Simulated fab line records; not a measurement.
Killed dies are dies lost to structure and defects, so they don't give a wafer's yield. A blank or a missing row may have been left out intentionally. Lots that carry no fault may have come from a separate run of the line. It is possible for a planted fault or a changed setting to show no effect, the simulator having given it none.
Comparing a struck lot with a sound one + flow gf180mcu + 23 out of 602 route steps
Sound: these wafers, L663.1, L663.2, L663.4. Struck: wafers L675.1, L675.2, L675.4. The cause comes at the end.
Order at every step that has rows: each side's tool, ch and its chambers, its first start. Under that, the readings that differ: sound wafers + struck wafers + difference of the means + sigmas: that difference in standard deviations of wafers without a fault.
alike: a reading whose means differ by less than 2 such deviations, as well as words and numbers matching on both sides. not compared: withheld readings; readings where some wafer has no value; bounds like >300 that might hide an equal value; numbers whose values overlap and for which the record gives no deviation.
Wherever a step has rows on one side only, a row that says differs or no value, or a row with sigmas, the two part there. Non-overlapping numbers with no deviation appear without sigmas and do not part them. Lack of a reading on every wafer of one side parts them only where that side has two or more wafers.

first, 5 steps without rows for these wafers: GF_LVPWELL_COAT_02 (resist thk 3000 nm); GF_LVPWELL_SOFTBAKE_03; GF_LVPWELL_EXPOSE_04 (exposes mask LVPWELL, target cd 600 nm); GF_LVPWELL_PEB_05; GF_LVPWELL_DEVELOP_06 (develop time 60 s).
GF_LVPWELL_OVL_MEAS_07:
  sound on overlay-01, day 3 22:45; struck on overlay-02, day 6 17:24
  alike: LVPWELL_OVL
then, 2 steps without rows for these wafers: GF_LVPWELL_IMPLANT_08; GF_LVPWELL_IMPLANT_09.
GF_LVPWELL_STRIP_10: strips in O2/N2.
  sound on plasmaAsher-02 ch 0,1, day 3 23:05; struck on plasmaAsher-01 ch 0,1, day 6 17:44
  alike: drypumpMotorCurrentA, heaterPowerW, n2FlowSccm, o2FlowSccm, oesProductAu, stripTimeToEndpointS
  not compared: rfHoursCounterH
GF_LVPWELL_TW_MEAS_11:
  sound on filmMetro-01, day 3 23:11; struck on filmMetro-02, day 6 17:50
  alike: LVPWELL_TW
then, 2 steps without rows for these wafers: GF_MVSD_DEHYDRATE_00 (time 60 s); GF_MVSD_HMDS_01 (prime time 60 s).
GF_MVSD_COAT_02: resist thk 3028 nm.
  sound on lithoTrack-03 ch 0, day 4 05:42; struck on lithoTrack-03 ch 0, day 7 01:48
| reading                               | sound                | struck               | difference | sigmas      |
|---------------------------------------|----------------------|----------------------|------------|-------------|
| spinSpeedRpm (rpm)                    | 1999.4 2000.2 1999.2 | 2161.7 2161.3 2161.2 | +161.8     | +99 or more |
| model.coat_of_MVSD_COAT_02.thkNm (nm) | 3044 3044 3056       | 2912 2924 2924       | -128       |             |
  alike: exhaustPa
then, 3 steps without rows for these wafers: GF_MVSD_SOFTBAKE_03; GF_MVSD_EXPOSE_04 (exposes mask MVSD, target cd 1000 nm); GF_MVSD_PEB_05.
GF_MVSD_DEVELOP_06: develop time 60 s.
  sound: lithoTrack-03 ch 0; struck: lithoTrack-02 ch 0
| reading                               | sound          | struck         | difference | sigmas |
|---------------------------------------|----------------|----------------|------------|--------|
| model.coat_of_MVSD_COAT_02.thkNm (nm) | 3043 3043 3055 | 2911 2923 2923 | -128       |        |
  alike: exhaustPa
GF_MVSD_OVL_MEAS_07:
  sound on overlay-02, day 4 12:18; struck on overlay-02, day 7 09:30
  alike: MVSD_OVL
then, 2 steps without rows for these wafers: GF_MVSD_IMPLANT_08; GF_MVSD_IMPLANT_09.
GF_MVSD_STRIP_10: strips in O2/N2.
  sound on plasmaAsher-01 ch 0,1, day 4 12:38; struck on plasmaAsher-01 ch 0,1, day 7 09:50
| reading                  | sound             | struck            | difference | sigmas |
|--------------------------|-------------------|-------------------|------------|--------|
| stripTimeToEndpointS (s) | 37.47 37.48 37.59 | 35.95 36.09 36.11 | -1.46      | -13    |
  alike: drypumpMotorCurrentA, heaterPowerW, n2FlowSccm, o2FlowSccm, oesProductAu
  not compared: rfHoursCounterH
GF_MVSD_TW_MEAS_11:
  sound on filmMetro-04, day 4 12:44; struck on filmMetro-04, day 7 09:56
  alike: MVSD_TW
after that, 1 step had no rows for these wafers: GF_PASSIVATION_PROBE_99.

## WHERE THEY PART
At GF_MVSD_COAT_02 first; at GF_MVSD_STRIP_10 last (within this record only). Later steps at which nothing parts them and some readings are alike: GF_MVSD_TW_MEAS_11.

WHY: what had been put in by the simulator
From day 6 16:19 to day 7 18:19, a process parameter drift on lithoTrack-03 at GF_MVSD_COAT_02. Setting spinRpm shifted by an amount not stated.
